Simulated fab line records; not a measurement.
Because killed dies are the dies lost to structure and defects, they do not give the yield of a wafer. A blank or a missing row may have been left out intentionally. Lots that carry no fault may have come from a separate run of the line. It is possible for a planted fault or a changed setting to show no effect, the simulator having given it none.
Chamber matching	flow sky130	rie-diel-02 running SKY_FIELD_ISO_ETCH_14: 4 sister chambers
The step etches BARC in N2/H2, stops on SiO2, time 45.9 s, target depth 60 nm. 14 wafers are shown with their chamber, then 7 later ones without.

== WAFERS WITH THEIR CHAMBER ==
wafer	chamber	throttle-valve-pct (%)	oes-product-au (a.u.)
L864.1	2	13.223	0.848
L864.4	1	13.228	0.854
L864.6	2	13.226	0.850
L869.1	1	13.234	0.854
L869.3	3	13.235	0.852
L869.5	2	13.229	0.856
L870.1	1	13.225	0.861
L870.3	3	13.226	0.853
L870.6	1	13.227	0.853
L871.3	2	13.225	0.853
L871.4	3	13.219	0.861
L871.6	2	13.227	0.850
L875.1	2	13.217	0.851
L875.2	0	13.244	0.852

SIGNATURES (means of the wafers above)
reading	chamber 0	chamber 1	chamber 2	chamber 3	scatter within a chamber
throttle-valve-pct	13.24400	13.22850	13.22450	13.22667	0.00511
oes-product-au	0.85200	0.85550	0.85133	0.85533	0.00359
Rule: a wafer's distance from a chamber is the root of the sum, over the readings, of the square of ((its reading less the chamber's mean) divided by the reading's scatter). If the next closest chamber is less than 2 further off than the closest, the wafer can't be placed; otherwise it belongs to the closest. The scatter is the square root of a quotient: the sum, over the shown wafers, of each reading's squared deviation from its chamber's mean, divided by wafers minus chambers.

== WAFERS MISSING THEIR CHAMBER ==
wafer	throttle-valve-pct (%)	oes-product-au (a.u.)
L875.4	13.230	0.846
L877.2	13.206	0.856
L877.3	13.213	0.858
L877.6	13.225	0.850
L878.4	13.221	0.850
L878.5	13.219	0.850
L878.6	13.232	0.850

== WHICH CHAMBER EACH WENT THROUGH ==
wafer	from the rows above	in truth
L875.4	can't be placed: 2 or 1 or 3 or 0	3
L877.2	can't be placed: 2 or 3 or 1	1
L877.3	can't be placed: 3 or 2 or 1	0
L877.6	can't be placed: 2 or 3 or 1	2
L878.4	can't be placed: 2 or 3 or 1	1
L878.5	can't be placed: 2 or 3 or 1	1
L878.6	can't be placed: 2 or 1 or 3 or 0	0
Placed correctly: 0 of 7. Unplaceable from these rows: 7, with the true chamber sitting among the candidates in 6. Placed wrongly: 0.
